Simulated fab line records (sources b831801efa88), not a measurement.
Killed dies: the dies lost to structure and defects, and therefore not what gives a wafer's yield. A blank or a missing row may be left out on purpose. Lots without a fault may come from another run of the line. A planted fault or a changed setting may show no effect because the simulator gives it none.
fab line records    flow sky130
[record] lots = 5  wafers = 27
route steps=708 shown SONOS_ONO@170 GATE_OXIDE@188 POLY_GATE@229 METAL1@448
startH: start of the lot's first displayed wafer, in hours after the record's first day    waitH: hours elapsed since this lot's preceding step    " the same as in the row above    L1.1+2: a row that stands for several wafers    - no value, or no start was given    * or withheld: withheld    < > ~ a bound
route shown NAME@n: a module of which the file shows steps, and the number in the route of the first    usual: mean and standard deviation over wafers with no fault    same: alike in all rows    chamber/n: place in a boat    sites: per-site readings    _std_site: standard deviation of those values    _edge_site: mean of outer sites minus mean of inner sites    radiusMm: for every site, how far away it sits from the centre of the wafer    mask NAME#n: copy n    behind: the last tool/chamber to shape the wafer    hold: why the lot went on hold/how many hours it stayed there/how the hold came to an end    device: whichever transistor did not switch (one of n, p or np)    end of line: the tests these same wafers got at the end of their route    a step without rows: its recipe alone    killed: at the first sort, the dies lost to defects and structure; wafer yield is something else    map: shows each die of a wafer: x if killed, . if not, _ if none is there
set.NAME: setting as actually run; set.NAME@STEP: the setting as run at that earlier step    model.NAME: the simulator's own value behind a step, which no gauge read
lots with deliberately changed settings; one table per step, one row per wafer
[[steps]]
[step SKY_SONOS_ONO_CVD_02]
[recipe] material = Si3N4  precursor = DCS/NH3  targetThkNm = 10.5  tempC = 770  timeS = 180  pressureMtorr = 250
lot.wafer  tool      chamber  startH  waitH  set.timeS  model.Si3N4_of_SONOS_ONO_CVD_02.thkNm
L074.1     -         -        -       37.7   128        7.323
L074.2     "         -        "       "      128        7.425
L074.3     "         -        "       "      128        7.507
L074.4     "         -        "       "      128        7.5
L074.5     "         -        "       "      128        7.308
L074.6     "         -        "       "      128        7.512
L075.1     lpcvd-02  1        287.26  23.8   180        10.54
L075.3+6   "         1        "       "      180        10.63
L078.1     -         -        -       11.5   106.1      6.003
L078.2     "         -        "       "      106.1      6.013
L078.3     "         -        "       "      106.1      5.948
L078.4     "         -        "       "      106.1      6.095
L078.5     "         -        "       "      106.1      6.048
L078.6     "         -        "       "      106.1      6.07
L081.1     -         -        -       0.1    180        10.24
L081.2     "         -        "       "      180        10.25
L081.3     "         -        "       "      180        10.19
L081.4     "         -        "       "      180        10.22
L081.5     "         -        "       "      180        10.26
L081.6     "         -        "       "      180        10.18
L084.1     -         -        -       0.1    180        10.56
L084.2     "         -        "       "      180        10.48
L084.3     "         -        "       "      180        10.43
L084.4     "         -        "       "      180        10.52
L084.5     "         -        "       "      180        10.49
L084.6     "         -        "       "      180        10.42
[step SKY_SONOS_ONO_THK_MEAS_03]
[recipe] reads = Si3N4_of_SONOS_ONO_CVD_02
[usual] SONOS_ONO_CVD_02_THK = 10.46/0.15
lot.wafer  tool          chamber  startH  waitH  set.timeS@SONOS_ONO_CVD_02  SONOS_ONO_CVD_02_THK[nm]
L074.1     filmMetro-03  -        -       -      128                         7.32
L074.2     "             -        "       "      128                         7.40
L074.3     "             -        "       "      128                         7.48
L074.4     "             -        "       "      128                         7.52
L074.5     "             -        "       "      128                         7.31
L074.6     "             -        "       "      128                         7.57
L075.1     filmMetro-01  -        288.31  0.0    180                         10.53
L075.3     "             -        "       "      180                         10.59
L075.6     "             -        "       "      180                         10.61
L078.1     filmMetro-01  -        -       -      106.1                       6.02
L078.2     "             -        "       "      106.1                       6.06
L078.3     "             -        "       "      106.1                       5.93
L078.4     "             -        "       "      106.1                       6.11
L078.5     "             -        "       "      106.1                       6.00
L078.6     "             -        "       "      106.1                       6.03
L081.1     filmMetro-01  -        -       -      180                         10.22
L081.2     "             -        "       "      180                         10.23
L081.3     "             -        "       "      180                         10.18
L081.4     "             -        "       "      180                         10.23
L081.5     "             -        "       "      180                         10.30
L081.6     "             -        "       "      180                         10.23
L084.1     filmMetro-02  -        -       -      180                         10.61
L084.2     "             -        "       "      180                         10.49
L084.3     "             -        "       "      180                         10.42
L084.4     "             -        "       "      180                         10.49
L084.5     "             -        "       "      180                         10.46
L084.6     "             -        "       "      180                         10.46
[step SKY_GATE_OXIDE_OXIDATION_01]
[recipe] tempC = 900  ambient = O2  stabiliseS = 600  purgeS = 300  targetThkA = 102.68  oxTimeS = 1473
lot.wafer  tool        chamber  startH  waitH  set.oxTimeS  model.SiO2_of_GATE_OXIDE_OXIDATION_01.thkNm
L074.1     -           -        -       1.7    1473         10.34
L074.2     "           -        "       "      1473         10.32
L074.3     "           -        "       "      1473         10.42
L074.4     "           -        "       "      1473         10.36
L074.5     "           -        "       "      1473         10.22
L074.6     "           -        "       "      1473         10.48
L075.1     furnace-02  0        318.17  1.2    1473         10.04
L075.3     "           0        "       "      1473         10.01
L075.6     "           0        "       "      1473         10.13
L078.1     -           -        -       0.3    680.7        5.741
L078.2     "           -        "       "      680.7        5.888
L078.3     "           -        "       "      680.7        5.912
L078.4     "           -        "       "      680.7        5.722
L078.5     "           -        "       "      680.7        5.934
L078.6     "           -        "       "      680.7        5.711
L081.1     -           -        -       5.6    1473         10.03
L081.2     "           -        "       "      1473         10.06
L081.3     "           -        "       "      1473         10.05
L081.4     "           -        "       "      1473         9.859
L081.5     "           -        "       "      1473         10.02
L081.6     "           -        "       "      1473         10.07
L084.1     -           -        -       1.9    1473         10.36
L084.2     "           -        "       "      1473         10.47
L084.3     "           -        "       "      1473         10.62
L084.4     "           -        "       "      1473         10.41
L084.5     "           -        "       "      1473         10.49
L084.6     "           -        "       "      1473         10.59
[step SKY_GATE_OXIDE_THK_MEAS_02]
[recipe] reads = SiO2_of_GATE_OXIDE_OXIDATION_01
[usual] GATE_OXIDE_OXIDATION_00_THK = 10.20/0.2
lot.wafer  tool          chamber  startH  waitH  set.oxTimeS@GATE_OXIDE_OXIDATION_01  GATE_OXIDE_OXIDATION_00_THK[nm]
L074.1     filmMetro-02  -        -       -      1473                                 10.30
L074.2     "             -        "       "      1473                                 10.32
L074.3     "             -        "       "      1473                                 10.40
L074.4     "             -        "       "      1473                                 10.40
L074.5     "             -        "       "      1473                                 10.23
L074.6     "             -        "       "      1473                                 10.48
L075.1     filmMetro-01  -        319.67  0.1    1473                                 10.03
L075.3     "             -        "       "      1473                                 9.99
L075.6     "             -        "       "      1473                                 10.13
L078.1     filmMetro-02  -        -       -      680.7                                5.75
L078.2     "             -        "       "      680.7                                5.91
L078.3     "             -        "       "      680.7                                5.91
L078.4     "             -        "       "      680.7                                5.76
L078.5     "             -        "       "      680.7                                5.99
L078.6     "             -        "       "      680.7                                5.75
L081.1     filmMetro-04  -        -       -      1473                                 10.05
L081.2     "             -        "       "      1473                                 10.08
L081.3     "             -        "       "      1473                                 10.04
L081.4     "             -        "       "      1473                                 9.88
L081.5     "             -        "       "      1473                                 10.02
L081.6     "             -        "       "      1473                                 10.02
L084.1     filmMetro-01  -        -       -      1473                                 10.39
L084.2     "             -        "       "      1473                                 10.46
L084.3     "             -        "       "      1473                                 10.58
L084.4     "             -        "       "      1473                                 10.44
L084.5     "             -        "       "      1473                                 10.55
L084.6     "             -        "       "      1473                                 10.62
[step SKY_GATE_OXIDE_DEHYDRATE_03]
[recipe] tempC = 200  timeS = 60
[step SKY_GATE_OXIDE_HMDS_04]
[recipe] primeTimeS = 60  primeTempC = 120
[step SKY_GATE_OXIDE_CLEAN_15]
[recipe] chemistry = SC1/SC2  mix = 1:4:20  tempC = 70  timeS = 150  dry = n2Spin
[step SKY_GATE_OXIDE_OXIDATION_16]
[recipe] tempC = 800  ambient = O2  idleTempC = 700  rampUpCPerMin = 10  rampDownCPerMin = 3  stabiliseS = 600  purgeS = 300  targetThkA = 35.7  oxTimeS = 1915
lot.wafer  tool        chamber  startH  waitH  set.oxTimeS@GATE_OXIDE_OXIDATION_01  model.SiO2_of_GATE_OXIDE_OXIDATION_01.thkNm
L074.1     furnace-01  0        346.63  1.6    1473                                 11.68
L074.2     "           0        "       "      1473                                 11.66
L074.3     "           0        "       "      1473                                 11.76
L074.4     "           0        "       "      1473                                 11.69
L074.5     "           0        "       "      1473                                 11.59
L074.6     "           0        "       "      1473                                 11.84
L075.1     furnace-01  0        346.63  1.6    1473                                 11.45
L075.3     "           0        "       "      1473                                 11.44
L075.6     "           0        "       "      1473                                 11.53
L078.1     furnace-01  0        346.63  1.4    680.7                                7.498
L078.2     "           0        "       "      680.7                                7.663
L078.3     "           0        "       "      680.7                                7.678
L078.4     "           0        "       "      680.7                                7.528
L078.5     "           0        "       "      680.7                                7.723
L078.6     "           0        "       "      680.7                                7.512
L081.1     furnace-01  0        364.56  3.3    1473                                 11.44
L081.2     "           0        "       "      1473                                 11.45
L081.3     "           0        "       "      1473                                 11.46
L081.4     "           0        "       "      1473                                 11.24
L081.5     "           0        "       "      1473                                 11.42
L081.6     "           0        "       "      1473                                 11.43
L084.1     furnace-02  0        377.86  0.8    1473                                 11.64
L084.2+5   "           0        "       "      1473                                 11.78
L084.3     "           0        "       "      1473                                 11.92
L084.4     "           0        "       "      1473                                 11.71
L084.6     "           0        "       "      1473                                 11.91
[step SKY_POLY_GATE_ETCH_15]
[recipe] chemistry = N2/H2  target = BARC  ionEnergyEv = 200  sourceW = 500  biasW = 100  pressureMtorr = 30  n2FlowSccm = 100  h2FlowSccm = 200  stopOn = SiO2  timeS = 118.5  targetDepthA = 1100
[usual] oesProductAu = 0.717/0.0042
lot.wafer  tool        chamber  startH  waitH  set.timeS  oesProductAu  model.KrF-thick_of_POLY_GATE_COAT_08.thkNm  model.SiO2_of_SONOS_ONO_CVD_04.thkNm  model.POLY_GATE.cdNm
L075.1     rieDiel-04  1        405.98  0.0    118.5      0.712         345.9                                       4.394                                 154.1
L075.3     "           2        "       "      118.5      0.716         342.1                                       4.419                                 154
L075.6     "           2        "       "      118.5      0.723         343                                         4.377                                 154.4
L074.1     rieDiel-04  0        407.28  0.0    118.5      0.718         341.8                                       4.344                                 156.1
L074.2     "           2        "       "      118.5      0.712         343.1                                       4.277                                 157.3
L074.3     "           3        "       "      170        0.694         305.6                                       0                                     147.5
L074.4     "           1        "       "      170        0.697         304.8                                       0                                     145.7
L074.5     "           3        "       "      170        0.699         306                                         0                                     145.3
L074.6     "           0        "       "      118.5      0.714         343                                         4.263                                 157.2
L078.1     rieDiel-03  0        407.63  0.0    118.5      0.714         343.1                                       4.268                                 146.6
L078.2     "           1        "       "      118.5      0.724         344.6                                       4.251                                 149.6
L078.3     "           2        "       "      118.5      0.724         341.8                                       4.39                                  149.5
L078.4     "           0        "       "      118.5      0.717         346                                         4.343                                 148.5
L078.5     "           2        "       "      118.5      0.723         340.6                                       4.312                                 149.9
L078.6     "           1        "       "      118.5      0.718         343.9                                       4.263                                 147.6
L081.1     rieDiel-04  2        426.12  0.0    87.91      0.832         366.2                                       4.302                                 160.4
L081.2     "           3        "       "      118.5      0.717         344.3                                       4.273                                 153.9
L081.3     "           0        "       "      87.91      0.839         367.1                                       4.162                                 160.4
L081.4     "           1        "       "      118.5      0.715         347.3                                       4.306                                 154.5
L081.5     "           3        "       "      87.91      0.834         368.7                                       4.257                                 161.7
L081.6     "           2        "       "      118.5      0.717         342.3                                       4.244                                 155.5
L084.1     rieDiel-02  0        442.92  0.0    149.5      0.703         322.4                                       2.886                                 141
L084.2     "           1        "       "      118.5      0.719         345                                         4.241                                 150.1
L084.3     "           3        "       "      149.5      0.700         319.4                                       2.865                                 141.2
L084.4     "           2        "       "      149.5      0.709         320.9                                       2.806                                 138.9
L084.5     "           2        "       "      118.5      0.722         343.6                                       4.303                                 145.5
L084.6     "           3        "       "      118.5      0.716         343.1                                       4.287                                 146.2
[step SKY_POLY_GATE_ETCH_16]
[recipe] stopOn = poly-Si  chemistry = CH3F/O2  target = Si3N4  sourceW = 400  biasW = 80  pressureMtorr = 25  ch3fFlowSccm = 40  O2_flow_sccm = 30  timeS = 147.5  targetDepthA = 750
lot.wafer  tool        chamber  startH  waitH  set.timeS@POLY_GATE_ETCH_15  model.KrF-thick_of_POLY_GATE_COAT_08.thkNm  model.POLY_GATE.cdNm
L075.1     rieDiel-04  1        406.50  0.5    118.5                        236.7                                       154.4
L075.3     "           2        "       "      118.5                        229.5                                       153.9
L075.6     "           2        "       "      118.5                        231.1                                       154.2
L074.1     rieDiel-04  0        407.37  0.0    118.5                        231.4                                       155.6
L074.2     "           2        "       "      118.5                        230                                         157.1
L074.3     "           3        "       "      170                          195.2                                       147.9
L074.4     "           1        "       "      170                          195.5                                       146
L074.5     "           3        "       "      170                          195.7                                       145.7
L074.6     "           0        "       "      118.5                        231                                         157
L078.1     rieDiel-03  0        407.72  0.0    118.5                        235                                         146.8
L078.2     "           1        "       "      118.5                        236.4                                       149.6
L078.3     "           2        "       "      118.5                        231.1                                       149.7
L078.4     "           0        "       "      118.5                        237.4                                       148.6
L078.5     "           2        "       "      118.5                        229.6                                       150.2
L078.6     "           1        "       "      118.5                        235.3                                       147.6
L081.1     rieDiel-04  2        426.20  0.0    87.91                        253.5                                       160.4
L081.2     "           3        "       "      118.5                        232.6                                       154.6
L081.3     "           0        "       "      87.91                        255.3                                       160.1
L081.4     "           1        "       "      118.5                        237.9                                       154.9
L081.5     "           3        "       "      87.91                        257.3                                       162.4
L081.6     "           2        "       "      118.5                        229.2                                       155.5
L084.1     rieDiel-02  0        443.00  0.0    149.5                        212.2                                       140.9
L084.2     "           1        "       "      118.5                        237                                         150
L084.3     "           3        "       "      149.5                        205.6                                       141.5
L084.4     "           2        "       "      149.5                        211.3                                       139
L084.5     "           2        "       "      118.5                        233.3                                       145.6
L084.6     "           3        "       "      118.5                        229.2                                       146.6
[step SKY_POLY_GATE_ETCH_17]
[recipe] targetDepthNm = 180  stopOn = SiO2  overEtchFrac = 0.56667  chemistry = HBr/Cl2  target = poly-Si  icpW = 400  biasW = 100  pressureMtorr = 10  HBr_flow_sccm = 150  Cl2_flow_sccm = 50  timeS = 70.5
lot.wafer  tool      chamber  startH  waitH  set.timeS@POLY_GATE_ETCH_15  model.KrF-thick_of_POLY_GATE_COAT_08.thkNm  model.POLY_GATE.cdNm
L075.1     rieSi-02  2        406.60  0.0    118.5                        142                                         156.4
L075.3     "         1        "       "      118.5                        134                                         153.2
L075.6     "         3        "       "      118.5                        136.5                                       155.3
L074.1     rieSi-02  0        407.47  0.0    118.5                        137.4                                       156
L074.2     "         3        "       "      118.5                        136.1                                       157
L074.3     "         2        "       "      170                          101.4                                       149.9
L074.4     "         1        "       "      170                          101.3                                       144.8
L074.5     "         3        "       "      170                          100.6                                       145.4
L074.6     "         0        "       "      118.5                        137.5                                       157.9
L078.1     rieSi-01  1        407.82  0.0    118.5                        141.6                                       147.2
L078.2     "         2        "       "      118.5                        142.8                                       148.9
L078.3     "         3        "       "      118.5                        140.7                                       149.2
L078.4     "         1        "       "      118.5                        142.7                                       149.6
L078.5     "         2        "       "      118.5                        136                                         149.1
L078.6     "         3        "       "      118.5                        144.7                                       146.8
L081.1     rieSi-02  3        426.30  0.0    87.91                        158.6                                       159.8
L081.2     "         2        "       "      118.5                        138                                         155.6
L081.3     "         0        "       "      87.91                        161                                         160.7
L081.4     "         1        "       "      118.5                        144.2                                       155.4
L081.5     "         3        "       "      87.91                        163.2                                       162.5
L081.6     "         0        "       "      118.5                        133.6                                       156.8
L084.1     rieSi-01  1        443.10  0.0    149.5                        118                                         141
L084.2     "         0        "       "      118.5                        137.9                                       149.8
L084.3     "         2        "       "      149.5                        112.7                                       140.3
L084.4     "         1        "       "      149.5                        115.7                                       138.4
L084.5     "         0        "       "      118.5                        134.6                                       144.8
L084.6     "         2        "       "      118.5                        135.7                                       145.1
[step SKY_POLY_GATE_STRIP_18]
[recipe] chemistry = O2/N2  powerW = 1400  pressureMtorr = 1500  platenTempC = withheld  o2FlowSccm = 3000  n2FlowSccm = 300  overashFraction = 0.5
[usual] oesProductAu = 0.360/0.0043  stripTimeToEndpointS = 3.16/0.035
lot.wafer  tool            chamber  startH  waitH  set.timeS@POLY_GATE_ETCH_15  oesProductAu  stripTimeToEndpointS
L075.1     plasmaAsher-01  0        406.65  0.0    118.5                        0.355         3.18
L075.3     "               1        "       "      118.5                        0.367         3.11
L075.6     "               1        "       "      118.5                        0.365         3.12
L074.1     plasmaAsher-04  0        407.52  0.0    118.5                        0.369         3.14
L074.2     "               1        "       "      118.5                        0.369         3.12
L074.3     "               0        "       "      170                          0.343         2.74
L074.4     "               1        "       "      170                          0.342         2.74
L074.5     "               0        "       "      170                          0.341         2.74
L074.6     "               1        "       "      118.5                        0.352         3.15
L078.1     plasmaAsher-01  0        407.87  0.0    118.5                        0.357         3.18
L078.2     "               1        "       "      118.5                        0.355         3.19
L078.3     "               0        "       "      118.5                        0.362         3.17
L078.4     "               1        "       "      118.5                        0.358         3.20
L078.5     "               1        "       "      118.5                        0.361         3.13
L078.6     "               0        "       "      118.5                        0.361         3.23
L081.1     plasmaAsher-01  0        426.35  0.0    87.91                        0.376         3.37
L081.2     "               1        "       "      118.5                        0.364         3.14
L081.3     "               0        "       "      87.91                        0.368         3.40
L081.4     "               1        "       "      118.5                        0.359         3.23
L081.5     "               0        "       "      87.91                        0.374         3.42
L081.6     "               1        "       "      118.5                        0.361         3.11
L084.1     plasmaAsher-01  0        443.15  0.0    149.5                        0.349         2.94
L084.2     "               1        "       "      118.5                        0.360         3.14
L084.3     "               1        "       "      149.5                        0.345         2.87
L084.4     "               0        "       "      149.5                        0.345         2.90
L084.5     "               0        "       "      118.5                        0.362         3.11
L084.6     "               1        "       "      118.5                        0.353         3.12
[step SKY_POLY_GATE_CLEAN_19]
[recipe] chemistry = SC1/SC2  mix = 1:4:20  tempC = 70  timeS = 150  dry = n2Spin
[step SKY_POLY_GATE_OXIDATION_20]
[recipe] tempC = 850  ambient = O2  stabiliseS = 600  purgeS = 300  targetThkA = 40  oxTimeS = 899
[step SKY_POLY_GATE_CD_MEAS_22]
[usual] cdNm = 152/3.5
lot.wafer  tool      chamber  startH  waitH  set.timeS@POLY_GATE_ETCH_15  cdNm
L074.1     cdSem-02  -        411.73  0.1    118.5                        156
L074.2     "         -        "       "      118.5                        157
L074.3     "         -        "       "      170                          150
L074.4     "         -        "       "      170                          145
L074.5     "         -        "       "      170                          146
L074.6     "         -        "       "      118.5                        158
L078.1     cdSem-02  -        411.90  0.2    118.5                        147
L078.2     "         -        "       "      118.5                        149
L078.3     "         -        "       "      118.5                        149
L078.4     "         -        "       "      118.5                        150
L078.5     "         -        "       "      118.5                        149
L078.6     "         -        "       "      118.5                        146
L075.1     cdSem-02  -        412.07  0.4    118.5                        156
L075.3     "         -        "       "      118.5                        153
L075.6     "         -        "       "      118.5                        155
L081.1     cdSem-02  -        429.90  0.1    87.91                        160
L081.2     "         -        "       "      118.5                        156
L081.3     "         -        "       "      87.91                        160
L081.4     "         -        "       "      118.5                        155
L081.5     "         -        "       "      87.91                        163
L081.6     "         -        "       "      118.5                        157
L084.1     cdSem-02  -        444.61  0.1    149.5                        141
L084.2     "         -        "       "      118.5                        150
L084.3     "         -        "       "      149.5                        140
L084.4     "         -        "       "      149.5                        138
L084.5     "         -        "       "      118.5                        145
L084.6     "         -        "       "      118.5                        145
[step SKY_METAL1_DEVELOP_14]
[recipe] developTimeS = 60  resist = KrF-thick  devTempC = 21
lot.wafer         tool           chamber  startH  waitH  set.developTimeS
L074.1+2+3        lithoTrack-03  0        -       -      60
L074.4+5+6        "              0        "       "      83.72
L078.1+2+3+4+5+6  lithoTrack-02  0        -       -      60
L075.1+3+6        lithoTrack-03  0        -       -      60
L081.1+2+3        lithoTrack-04  0        -       -      40.55
L081.4+5+6        "              0        "       "      60
L084.1+2+6        lithoTrack-02  0        -       -      86.18
L084.3+4+5        "              0        "       "      60
[step SKY_METAL1_CD_MEAS_15]
[recipe] targetCdNm = 140
[usual] cdNm = 139.8/1.3
lot.wafer  tool      chamber  startH  waitH  set.developTimeS@METAL1_DEVELOP_14  cdNm
L074.1     cdSem-02  -        796.99  -      60                                  140.7
L074.2     "         -        "       "      60                                  140.4
L074.3     "         -        "       "      60                                  140.0
L074.4     "         -        "       "      83.72                               133.0
L074.5     "         -        "       "      83.72                               132.4
L074.6     "         -        "       "      83.72                               133.2
L078.1     cdSem-01  -        798.56  -      60                                  139.2
L078.2     "         -        "       "      60                                  141.0
L078.3     "         -        "       "      60                                  139.6
L078.4     "         -        "       "      60                                  139.2
L078.5     "         -        "       "      60                                  139.8
L078.6     "         -        "       "      60                                  138.8
L075.1     cdSem-01  -        800.29  -      60                                  138.5
L075.3     "         -        "       "      60                                  139.2
L075.6     "         -        "       "      60                                  137.3
L081.1     cdSem-02  -        810.78  -      40.55                               148.1
L081.2     "         -        "       "      40.55                               147.8
L081.3     "         -        "       "      40.55                               148.8
L081.4     "         -        "       "      60                                  140.0
L081.5     "         -        "       "      60                                  141.2
L081.6     "         -        "       "      60                                  138.9
L084.1     cdSem-02  -        827.06  -      86.18                               136.2
L084.2     "         -        "       "      86.18                               134.9
L084.3     "         -        "       "      60                                  141.2
L084.4     "         -        "       "      60                                  140.6
L084.5     "         -        "       "      60                                  142.0
L084.6     "         -        "       "      86.18                               134.3
[step SKY_METAL1_DESCUM_17]
[recipe] chemistry = O2  sourcePowerW = 150  biasPowerW = 0  pressureMtorr = 10  tempC = 40  timeS = 8
lot.wafer  tool         chamber  startH  waitH  set.developTimeS@METAL1_DEVELOP_14  model.METAL1.cdNm
L074.1     rieMetal-03  0        797.14  0.0    60                                  140.1
L074.2     "            1        "       "      60                                  139.2
L074.3     "            0        "       "      60                                  139.3
L074.4+6   "            1        "       "      83.72                               132.5
L074.5     "            0        "       "      83.72                               132
L078.1+6   rieMetal-02  0        798.72  0.0    60                                  139.1
L078.2     "            1        "       "      60                                  141.1
L078.3+5   "            0,1      "       "      60                                  140.1
L078.4     "            1        "       "      60                                  139.6
L075.1     rieMetal-02  0        800.44  0.0    60                                  138.2
L075.3     "            0        "       "      60                                  138.8
L075.6     "            1        "       "      60                                  137.3
L081.1     rieMetal-02  0        810.93  0.0    40.55                               147.9
L081.2     "            1        "       "      40.55                               147.7
L081.3     "            0        "       "      40.55                               148.8
L081.4     "            1        "       "      60                                  140
L081.5     "            1        "       "      60                                  141.3
L081.6     "            0        "       "      60                                  138.6
L084.1     rieMetal-04  0        827.22  0.0    86.18                               135.2
L084.2     "            1        "       "      86.18                               135.8
L084.3     "            0        "       "      60                                  140.8
L084.4     "            1        "       "      60                                  141.5
L084.5     "            1        "       "      60                                  143
L084.6     "            0        "       "      86.18                               134.1
[step SKY_METAL1_ETCH_18]
[recipe] chemistry = N2/H2  target = BARC  ionEnergyEv = 200  biasW = 100  pressureMtorr = 30  n2FlowSccm = 100  h2FlowSccm = 200  icpW = 500  stopOn = SiO2  timeS = 45.9  targetDepthA = 600
[step SKY_METAL1_METAL_ETCH_19]
[recipe] targetDepthA = 3600  stopOn = SiO2  overEtchFrac = 0.3  timeS = 78  chemistry = Cl2/BCl3  resistSidewallDeg = 88  pressureMtorr = 10  icpW = 900  biasW = 48.5  Cl2_flow_sccm = 60  bcl3FlowSccm = 30
lot.wafer  tool         chamber  startH  waitH  set.developTimeS@METAL1_DEVELOP_14  model.METAL1.cdNm
L074.1     rieMetal-03  0        797.24  0.0    60                                  139.2
L074.2     "            1        "       "      60                                  142
L074.3     "            0        "       "      60                                  139
L074.4     "            1        "       "      83.72                               134
L074.5     "            0        "       "      83.72                               129.9
L074.6     "            1        "       "      83.72                               133.9
L078.1     rieMetal-02  0        798.81  0.0    60                                  141.2
L078.2     "            1        "       "      60                                  141
L078.3     "            0        "       "      60                                  142.4
L078.4     "            1        "       "      60                                  140.8
L078.5     "            1        "       "      60                                  140.9
L078.6     "            0        "       "      60                                  141.5
L075.1     rieMetal-02  0        800.54  0.0    60                                  141.9
L075.3     "            0        "       "      60                                  142.6
L075.6     "            1        "       "      60                                  139.5
L081.1     rieMetal-02  0        811.03  0.0    40.55                               149.8
L081.2     "            1        "       "      40.55                               149.1
L081.3     "            0        "       "      40.55                               151.8
L081.4+5   "            1        "       "      60                                  141.4
L081.6     "            0        "       "      60                                  142.1
L084.1     rieMetal-04  0        827.31  0.0    86.18                               134.6
L084.2     "            1        "       "      86.18                               132.5
L084.3     "            0        "       "      60                                  139.1
L084.4     "            1        "       "      60                                  137.8
L084.5     "            1        "       "      60                                  140.1
L084.6     "            0        "       "      86.18                               132.6
[[key]]
[split] step = SKY_SONOS_ONO_CVD_02  setting = timeS  stated = 180  by = lot
[response] step = SKY_SONOS_ONO_CVD_02  reading = model.Si3N4_of_SONOS_ONO_CVD_02.thkNm  change = +0.106  per = 1%  r = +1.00
[response] step = SKY_SONOS_ONO_THK_MEAS_03  reading = SONOS_ONO_CVD_02_THK  change = +0.106  per = 1%  r = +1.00
[split] step = SKY_GATE_OXIDE_OXIDATION_01  setting = oxTimeS  stated = 1473  by = lot
[response] step = SKY_GATE_OXIDE_OXIDATION_01  reading = model.SiO2_of_GATE_OXIDE_OXIDATION_01.thkNm  change = +0.0825  per = 1%  r = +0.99
[response] step = SKY_GATE_OXIDE_THK_MEAS_02  reading = GATE_OXIDE_OXIDATION_00_THK  change = +0.0821  per = 1%  r = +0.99
[response] step = SKY_GATE_OXIDE_OXIDATION_16  reading = model.SiO2_of_GATE_OXIDE_OXIDATION_01.thkNm  change = +0.0745  per = 1%  r = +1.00
[split] step = SKY_POLY_GATE_ETCH_15  setting = timeS  stated = 118.5  by = wafer
[response] step = SKY_POLY_GATE_ETCH_15  reading = oesProductAu  shape = bent  atLowest = 0.835  atStated = 0.718  atHighest = 0.697
[response] step = SKY_POLY_GATE_ETCH_15  reading = model.KrF-thick_of_POLY_GATE_COAT_08.thkNm  change = -0.865  per = 1%  r = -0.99
[response] step = SKY_POLY_GATE_ETCH_15  reading = model.SiO2_of_SONOS_ONO_CVD_04.thkNm  shape = bent  atLowest = 4.24  atStated = 4.308  atHighest = 0
[response] step = SKY_POLY_GATE_ETCH_15  reading = model.POLY_GATE.cdNm  change = -0.248  per = 1%  r = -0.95
[response] step = SKY_POLY_GATE_ETCH_16  reading = model.KrF-thick_of_POLY_GATE_COAT_08.thkNm  change = -0.84  per = 1%  r = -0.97
[response] step = SKY_POLY_GATE_ETCH_16  reading = model.POLY_GATE.cdNm  change = -0.238  per = 1%  r = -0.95
[response] step = SKY_POLY_GATE_ETCH_17  reading = model.KrF-thick_of_POLY_GATE_COAT_08.thkNm  change = -0.826  per = 1%  r = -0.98
[response] step = SKY_POLY_GATE_ETCH_17  reading = model.POLY_GATE.cdNm  change = -0.232  per = 1%  r = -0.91
[split] step = SKY_METAL1_DEVELOP_14  setting = developTimeS  stated = 60  by = wafer
[response] step = SKY_METAL1_CD_MEAS_15  reading = cdNm  change = -0.184  per = 1%  r = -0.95
[response] step = SKY_METAL1_DESCUM_17  reading = model.METAL1.cdNm  change = -0.187  per = 1%  r = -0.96
[response] step = SKY_METAL1_METAL_ETCH_19  reading = model.METAL1.cdNm  change = -0.183  per = 1%  r = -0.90
